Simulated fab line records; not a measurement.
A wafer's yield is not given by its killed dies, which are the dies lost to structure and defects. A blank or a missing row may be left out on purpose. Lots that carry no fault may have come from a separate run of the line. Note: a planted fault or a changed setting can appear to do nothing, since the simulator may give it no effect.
Code-filled problem report in 8D (eight disciplines) form    flow gf180mcu    the parts of the form that need people (team, actions taken, sign-off) are left out

1. WHAT WENT WRONG
CONTACT_CVD_00_THK at GF_CONTACT_THK_MEAS_01 reads a mean of 151 nm on 3 wafers of 2 lots; wafers without a fault read 300 nm with a standard deviation of 4. That is -37 standard deviations from the usual mean.
First observed at day 20 23:44: wafer L139.3, on filmMetro-01. Wafers with a number at this step in the record: 36, from 12 lots. Rule for "out", or "out of limits": more than 4 standard deviations from the usual mean. Any other wafer with a number is counted as sound.

2. WHAT IT IS, WHAT IT ISN'T
question                     is                          is not
which readings at this step  CONTACT_CVD_00_THK          -
which lots                   L139, L140                  L124, L125, L126, L127, L129, L130, L132, L138, L144, L146
which wafers of those lots   L139.3, L139.4, L140.6      L139.1, L140.2, L140.3
read on which gauges         filmMetro-01, filmMetro-03  filmMetro-04
when                         from day 20 23:44           up to then (25 sound wafers); but 8 sound wafers of L140, L144, L146 came after

3. WHAT RULES OUT EACH SUSPECT
Counting: a tool at a process step up to the reading stays a suspect if it ran every lot that is out. Sound lots after the first of them don't rule it out here, since some wafers of a struck lot are sound.
- ruled out: the gauge at GF_CONTACT_THK_MEAS_01. 2 gauges (filmMetro-01, filmMetro-03) read the wafers that are out.
- hdpcvd-01 at GF_CONTACT_CVD_00 (deposits SiO2, target thk 300 nm, time 50 s): kept. Every lot that is out went through it, the first being L139 (day 20 23:41); the last sound lot it ran before that was L138 (day 20 14:49). On those wafers its own readings are out: sih4FlowSccm.
- At GF_CONTACT_CVD_00, inside hdpcvd-01: chamber 0 took the wafers that are out, while their sound lot-mates went through chambers 1, 2.
The count leaves hdpcvd-01 at GF_CONTACT_CVD_00.

4. THE CAUSE (what the simulator had put in)
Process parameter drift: hdpcvd-01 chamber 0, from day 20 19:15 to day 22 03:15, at GF_CONTACT_CVD_00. Setting sih4FlowSccm shifted by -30 from 60. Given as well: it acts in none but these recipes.
The count eliminated every tool but this one.

5. THE EFFECT CHAIN, in route order
Rows list readings where the struck wafers' mean (over those with a number) sits beyond 3 standard deviations from the usual. Only readings whose record carries a usual standard deviation are examined. hours: median over the lots of the time between each lot's start at the first step of this table that gives one and its start at this step. sigmas: the change, counted in usual standard deviations.
hours  step                    reading             usual       on struck wafers  change  sigmas
0      GF_CONTACT_CVD_00       sih4FlowSccm        59.96 sccm  29.88             -30.08  -99 or more
0      GF_CONTACT_THK_MEAS_01  CONTACT_CVD_00_THK  300 nm      151               -149    -37
-      GF_CONTACT_ETCH_17      oesProductAu        0.814 a.u.  0.737             -0.077  -15
Its process steps:
- GF_CONTACT_CVD_00: deposits SiO2, target thk 300 nm, time 50 s.
- GF_CONTACT_ETCH_17: etches SiO2 in C4F8/O2/Ar, stops on CoSi2, target depth 860 nm.

6. HOW IT WOULD HAVE BEEN CAUGHT EARLIER
The first out-of-limits reading at a measuring or inspecting step in this record came at day 20 23:44, 4 hours after the fault's start at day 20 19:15.
The tool's own readings at GF_CONTACT_CVD_00 were out on every struck wafer that the step has a row for (sih4FlowSccm): an alarm limit on them would have fired on the first of those.
Lots out: 2; of these, L140 started GF_CONTACT_CVD_00 on hdpcvd-01 after day 20 23:44. A tool hold placed at that time would have kept it from harm.
